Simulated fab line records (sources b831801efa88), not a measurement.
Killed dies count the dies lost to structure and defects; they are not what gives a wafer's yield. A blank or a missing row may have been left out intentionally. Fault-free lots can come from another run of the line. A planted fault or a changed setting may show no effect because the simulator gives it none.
A struck lot beside a sound one    flow sky130    36 steps out of a route of 708
Sound: wafers L772.3, L772.4, L772.6. Struck: wafers L783.1, L783.4, L783.6. The cause comes at the end.
Per side, at each step with rows, come the tool, then ch with its chambers, and then its first start. Under that, the readings that differ: sound wafers    struck wafers    difference of the means    sigmas: that difference in standard deviations of wafers without a fault.
alike: a reading whose means differ by less than 2 such deviations, as well as words and numbers matching on both sides. not compared: withheld readings; readings where some wafer has no value; bounds like >300 that might hide an equal value; numbers whose values overlap and for which the record gives no deviation.
The two part at a step that has a row with sigmas, a row that says differs or no value, or rows on one side only. Non-overlapping numbers with no deviation appear without sigmas and do not part them. A reading that every wafer of one side lacks parts them only if that side has two wafers or more.

first, 10 steps without rows for these wafers: SKY_GATE_OXIDE_COAT_05 (resist thk 1140 nm); SKY_GATE_OXIDE_SOFTBAKE_06 (time 60 s); SKY_GATE_OXIDE_EXPOSE_07 (exposes mask LVOM, target cd 600 nm); SKY_GATE_OXIDE_PEB_08; SKY_GATE_OXIDE_DEVELOP_09 (develop time 60 s); SKY_GATE_OXIDE_IMPLANT_11; SKY_GATE_OXIDE_WET_ETCH_12 (etches SiO2 in dHF, target depth 16.8 nm, time 336 s); SKY_GATE_OXIDE_STRIP_13 (strips in O2/N2); SKY_GATE_OXIDE_CLEAN_15 (cleans in SC1/SC2, time 150 s); SKY_GATE_OXIDE_OXIDATION_16 (stabilise 600 s, purge 300 s, target thk 3.57 nm).
SKY_POLY_GATE_CVD_00: deposits poly-Si, target thk 180 nm, time 720 s.
  sound on lpcvd-01 ch 0, day 16 10:25; struck on lpcvd-01 ch 0, day 20 19:56
  alike: zone_power_upper_pct
then, 24 steps without rows for these wafers: SKY_RES_PROTECT_DEHYDRATE_00 (time 60 s); SKY_RES_PROTECT_HMDS_01 (prime time 60 s); SKY_RES_PROTECT_COAT_02 (resist thk 1140 nm); SKY_RES_PROTECT_SOFTBAKE_03 (time 60 s); SKY_RES_PROTECT_EXPOSE_04 (exposes mask RPM, target cd 1270 nm); SKY_RES_PROTECT_PEB_05; SKY_RES_PROTECT_DEVELOP_06 (develop time 60 s); SKY_POLY_GATE_IMPLANT_02; SKY_RES_PROTECT_STRIP_07 (strips in O2/N2); SKY_RES_PROTECT_CLEAN_09 (cleans in SC1/SC2, time 150 s); SKY_POLY_GATE_CVD_03 (deposits Si3N4 from DCS/NH3, target thk 75 nm, time 1290 s); SKY_POLY_GATE_DEHYDRATE_05 (time 60 s); SKY_POLY_GATE_HMDS_06 (prime time 60 s); SKY_POLY_GATE_COAT_07 (resist thk 110 nm); SKY_POLY_GATE_COAT_08 (resist thk 450 nm); SKY_POLY_GATE_SOFTBAKE_09 (time 90 s); SKY_POLY_GATE_EXPOSE_10 (exposes mask P1M, target cd 150 nm); SKY_POLY_GATE_PEB_11; SKY_POLY_GATE_DEVELOP_12 (develop time 60 s); SKY_POLY_GATE_ETCH_15 (etches BARC in N2/H2, stops on SiO2, time 118.5 s, target depth 110 nm); SKY_POLY_GATE_ETCH_16 (etches Si3N4 in CH3F/O2, stops on poly-Si, time 147.5 s, target depth 75 nm); SKY_POLY_GATE_ETCH_17 (etches poly-Si in HBr/Cl2, stops on SiO2, target depth 180 nm, time 70.5 s); SKY_POLY_GATE_STRIP_18 (strips in O2/N2); SKY_POLY_GATE_CLEAN_19 (cleans in SC1/SC2, time 150 s).
-- here the record skips 29 days between the struck wafers' starts before and after, leaving off in module POLY_GATE and picking up in module PAD_OPEN (first step shown: number 708 of the route) --
SKY_PAD_OPEN_PROBE_99:
  sound on prober-02 at day 47 13:13; struck on prober-01 at day 50 04:06
reading              sound     struck       difference  sigmas
killed_at_front_end  14 16 13  69 79 79     +61         +14
killed_dies          80 93 69  127 130 142  +52         +5
  alike: killed_at_M0_to_M3, killed_at_M4_up, killed_at_contacts, killed_at_other, killed_on_rim, killed_open, killed_short

WHERE THEY PART
Only at SKY_PAD_OPEN_PROBE_99, as far as this record shows.

WHY: the cause the simulator had injected
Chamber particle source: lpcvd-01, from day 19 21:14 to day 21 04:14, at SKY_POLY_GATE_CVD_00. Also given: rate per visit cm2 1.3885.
